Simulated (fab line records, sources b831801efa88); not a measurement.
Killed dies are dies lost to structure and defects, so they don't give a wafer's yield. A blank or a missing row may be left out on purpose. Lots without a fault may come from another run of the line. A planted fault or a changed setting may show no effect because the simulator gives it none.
Which tool did it? | flow sky130 | 12 lots, 36 wafers sampled, at 5 steps of a route of 708

WHAT THE GAUGES READ, wafer by wafer
SKY_CONTACT_THK_MEAS_01. Usual: CONTACT_CVD_00_THK 74.6 nm, standard deviation 1.2.
lot  | measured     | on            | CONTACT_CVD_00_THK (nm) | flag
L205 | day 31 08:38 | film_metro-03 | 72.7 75.9 73.9          |
L206 | day 31 18:19 | film_metro-04 | 75.3 75.1 76.1          |
L207 | day 31 22:32 | film_metro-04 | 73.8 74.6 74.8          |
L209 | day 33 00:33 | film_metro-04 | 74.4 74.7 75.0          |
L211 | day 33 12:16 | film_metro-02 | 73.7 73.9 74.6          |
L213 | day 34 00:58 | film_metro-02 | 74.2 76.4 73.5          |
L214 | day 34 04:30 | film_metro-02 | 75.2 74.9 76.5          |
L220 | day 35 19:54 | film_metro-03 | 73.8 75.5 74.8          |
L222 | day 36 21:02 | film_metro-03 | 76.1 75.1 76.8          |
L224 | day 37 09:45 | film_metro-02 | 73.7 74.6 75.3          |
L225 | day 37 13:26 | film_metro-02 | 74.8 75.0 75.6          |
L226 | day 37 20:17 | film_metro-02 | 73.2 74.8 74.4          |

SKY_CONTACT_BOW_MEAS_05. Usual: CONTACT_BOW 83 um, standard deviation 6.6.
lot  | measured     | on            | CONTACT_BOW (um) | flag
L205 | day 31 09:07 | film_metro-03 | 90 83 88         |
L206 | day 31 18:49 | film_metro-03 | 76 80 76         |
L207 | day 31 23:02 | film_metro-02 | 85 91 75         |
L209 | day 33 01:02 | film_metro-04 | 89 86 77         |
L211 | day 33 12:46 | film_metro-03 | 80 85 73         |
L213 | day 34 01:31 | film_metro-04 | 100 88 78        |
L214 | day 34 05:00 | film_metro-04 | 82 80 87         |
L220 | day 35 20:25 | film_metro-04 | 82 93 82         |
L222 | day 36 21:32 | film_metro-02 | 80 78 88         |
L224 | day 37 10:14 | film_metro-02 | 83 87 90         |
L225 | day 37 13:57 | film_metro-02 | 91 93 87         |
L226 | day 37 20:47 | film_metro-02 | 83 77 98         |

SKY_VIA1_THK_MEAS_01. Usual: VIA1_HDPCVD_THK 1033 nm, standard deviation 11.
lot  | measured     | on            | VIA1_HDPCVD_THK (nm)        | flag
L205 | day 33 18:25 | film_metro-01 | 1000 1004 1008              |
L206 | day 34 03:18 | film_metro-04 | 1035 1039 1049              |
L207 | day 34 06:43 | film_metro-01 | 1030 1032 1046              |
L209 | day 35 09:34 | film_metro-01 | 1037 1038 1023              |
L211 | day 35 20:38 | film_metro-02 | 1034 1021 912 1034 1022 911 | OFF
L213 | day 36 09:26 | film_metro-01 | 1030 1038 1026              |
L214 | day 36 13:38 | film_metro-01 | 1046 1037 913 1046 1037 914 | OFF
L220 | day 38 03:50 | film_metro-01 | 1020 1034 1020              |
L222 | day 39 04:53 | film_metro-04 | 1025 1049 1047              |
L224 | day 39 17:27 | film_metro-01 | 1028 1034 1028              |
L225 | day 39 20:17 | film_metro-02 | 1049 1071 1056              |
L226 | day 40 03:11 | film_metro-02 | 1032 1040 1036              |

WHICH TOOL RAN EACH LOT (tool, then ch and the chambers of the sampled wafers, then the start)
lot  | SKY_METAL1_SPUTTER_03        | SKY_VIA1_HDPCVD_00
L205 | pvd_sputter-04, day 32 14:51 | hdpcvd-02 ch 1,2, day 33 18:18
L206 | pvd_sputter-04, day 32 23:44 | hdpcvd-02 ch 0,2, day 34 03:11
L207 | pvd_sputter-01, day 33 03:14 | hdpcvd-02 ch 0,1, day 34 06:37
L209 | pvd_sputter-03, day 34 05:26 | hdpcvd-02 ch 0,1, day 35 09:23
L211 | pvd_sputter-04, day 34 16:42 | hdpcvd-02 ch 1, day 35 20:28
L213 | pvd_sputter-01, day 35 05:38 | hdpcvd-01 ch 0,2, day 36 09:18
L214 | pvd_sputter-03, day 35 09:56 | hdpcvd-02 ch 0,1,2, day 36 13:31
L220 | pvd_sputter-04, day 37 00:27 | hdpcvd-01 ch 0,1, day 38 03:43
L222 | pvd_sputter-01, day 38 01:00 | hdpcvd-01 ch 0,1, day 39 04:44
L224 | pvd_sputter-03, day 38 14:22 | hdpcvd-02 ch 0,2, day 39 17:20
L225 | pvd_sputter-01, day 38 17:43 | hdpcvd-02 ch 0,1,2, day 39 20:09
L226 | pvd_sputter-04, day 39 00:11 | hdpcvd-02 ch 0,2, day 40 03:05
- SKY_METAL1_SPUTTER_03: material Ti, target thk 5 nm, time 3.3 s.
- SKY_VIA1_HDPCVD_00: deposits SiO2, target thk 1030 nm, time 171.7 s.

WHAT THE TOOLS THEMSELVES READ (means of the sampled wafers that have a number; where no wafer has one, the mark that the record gives instead)
SKY_METAL1_SPUTTER_03. Usual: throttle_valve_pct 29.9 %, standard deviation 1.
lot  | tool           | throttle_valve_pct (%) | flag
L205 | pvd_sputter-04 | 30.5                   |
L206 | pvd_sputter-04 | 30.4                   |
L207 | pvd_sputter-01 | 29.6                   |
L209 | pvd_sputter-03 | 28.8                   |
L211 | pvd_sputter-04 | 30.5                   |
L213 | pvd_sputter-01 | 29.8                   |
L214 | pvd_sputter-03 | 28.8                   |
L220 | pvd_sputter-04 | 30.5                   |
L222 | pvd_sputter-01 | 29.9                   |
L224 | pvd_sputter-03 | 29.4                   |
L225 | pvd_sputter-01 | 29.7                   |
L226 | pvd_sputter-04 | 30.6                   |

SKY_VIA1_HDPCVD_00. Usual: run_length_s 199.5 s, standard deviation 0.51.
lot  | tool      | run_length_s (s) | flag
L205 | hdpcvd-02 | 199.1            |
L206 | hdpcvd-02 | 199.8            |
L207 | hdpcvd-02 | 199.7            |
L209 | hdpcvd-02 | 199.7            |
L211 | hdpcvd-02 | 192.5            | OFF
L213 | hdpcvd-01 | 199.3            |
L214 | hdpcvd-02 | 192.8            | OFF
L220 | hdpcvd-01 | 199.5            |
L222 | hdpcvd-01 | 199.5            |
L224 | hdpcvd-02 | 199.3            |
L225 | hdpcvd-02 | 199.5            |
L226 | hdpcvd-02 | 199.4            |

THE ANSWER, worked out from the rows above alone
Rule: a lot is off if the mean of its wafers that have a number lies more than 3 standard deviations from the usual mean. A lot without any number at a reading at which 4 lots or more have one is off too. The other lots that the step has rows for count as sound. The gauges are gone through in route order, then the tools' own readings, and for those a lot's mean is taken as printed above. The first step at which some lot is off is used, and at that step the reading that is off furthest; a lot without a number counts as furthest.
Off: L211, L214, at SKY_VIA1_THK_MEAS_01 (VIA1_HDPCVD_THK).
A tool fits if, at a process step before that reading, it ran every lot that is off, and no sound lot after the first of them. The gauges at SKY_VIA1_THK_MEAS_01 aren't tried: what is off there is off at SKY_VIA1_HDPCVD_00 too, on other tools, and a gauge's error can't cause that. None of those tried fits.

WHAT THE SIMULATOR HAD PUT IN
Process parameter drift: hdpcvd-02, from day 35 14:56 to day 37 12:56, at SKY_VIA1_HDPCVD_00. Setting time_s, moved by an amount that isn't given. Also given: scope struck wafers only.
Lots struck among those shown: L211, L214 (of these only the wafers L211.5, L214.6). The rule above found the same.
